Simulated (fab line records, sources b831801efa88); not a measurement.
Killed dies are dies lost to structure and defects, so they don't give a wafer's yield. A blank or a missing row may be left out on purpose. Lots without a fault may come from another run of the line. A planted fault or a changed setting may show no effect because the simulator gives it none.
Which tool did it? | flow gf180mcu | 6 lots, 18 wafers sampled, at 3 steps of a route of 602

WHAT THE GAUGES READ, wafer by wafer
GF_HV_LDD_THK_MEAS_57.
lot  | measured     | on            | HV_LDD_CVD_56_THK (nm)
L756 | day 13 04:54 | film_metro-03 | 92.4 93.4 92.4
L760 | day 14 13:10 | film_metro-03 | 92.9 92.8 93.2
L766 | day 16 20:20 | film_metro-04 | 91.2 87.2 85.1
L771 | day 18 06:40 | film_metro-03 | 94.6 93.6 93.5
L773 | day 19 01:23 | film_metro-01 | 93.9 93.3 93.1
L776 | day 20 00:16 | film_metro-03 | 92.3 92.2 91.6

WHICH TOOL RAN EACH LOT (tool, then ch and the chambers of the sampled wafers, then the start)
lot  | GF_HV_LDD_RTA_52                 | GF_HV_LDD_CVD_56
L756 | rtp_anneal-01 ch 0, day 13 02:13 | lpcvd-02 ch 0, day 13 03:28
L760 | rtp_anneal-01 ch 0, day 14 08:11 | lpcvd-02 ch 0, day 14 09:57
L766 | rtp_anneal-02 ch 0, day 16 17:38 | lpcvd-01 ch 0, day 16 18:53
L771 | rtp_anneal-01 ch 0, day 18 03:58 | lpcvd-02 ch 1, day 18 05:14
L773 | rtp_anneal-01 ch 0, day 18 22:42 | lpcvd-02 ch 0, day 18 23:58
L776 | rtp_anneal-02 ch 0, day 19 21:34 | lpcvd-02 ch 0, day 19 22:49
- GF_HV_LDD_RTA_52: time 10 s.
- GF_HV_LDD_CVD_56: deposits Si3N4 from DCS/NH3, target thk 90 nm, time 1543 s.

THE ANSWER, worked out from the rows above alone
Rule: what is usual is taken from the lots themselves. Put in order of their means at a reading, lots are off if they are a third of the lots or fewer, leave a main group of 4 or more, and stand apart from it by a gap of 3 or more times the standard deviation of the main group's means; of several such gaps the widest counts. A main group whose means are all the same, to the digits that the tables above print for the reading, isn't used. A lot without any number at a reading at which 4 lots or more have one is off too. The other lots that the step has rows for count as sound.
Off: L766, at GF_HV_LDD_THK_MEAS_57 (HV_LDD_CVD_56_THK). The main group: mean 93.0 nm, standard deviation 0.63.
A tool fits if, at a process step before that reading, it ran every lot that is off, and no sound lot after the first of them. The gauges at GF_HV_LDD_THK_MEAS_57 are tried like those tools. Can't be told from this: 2 tools fit, lpcvd-01 at GF_HV_LDD_CVD_56, film_metro-04 at GF_HV_LDD_THK_MEAS_57.

WHAT THE SIMULATOR HAD PUT IN
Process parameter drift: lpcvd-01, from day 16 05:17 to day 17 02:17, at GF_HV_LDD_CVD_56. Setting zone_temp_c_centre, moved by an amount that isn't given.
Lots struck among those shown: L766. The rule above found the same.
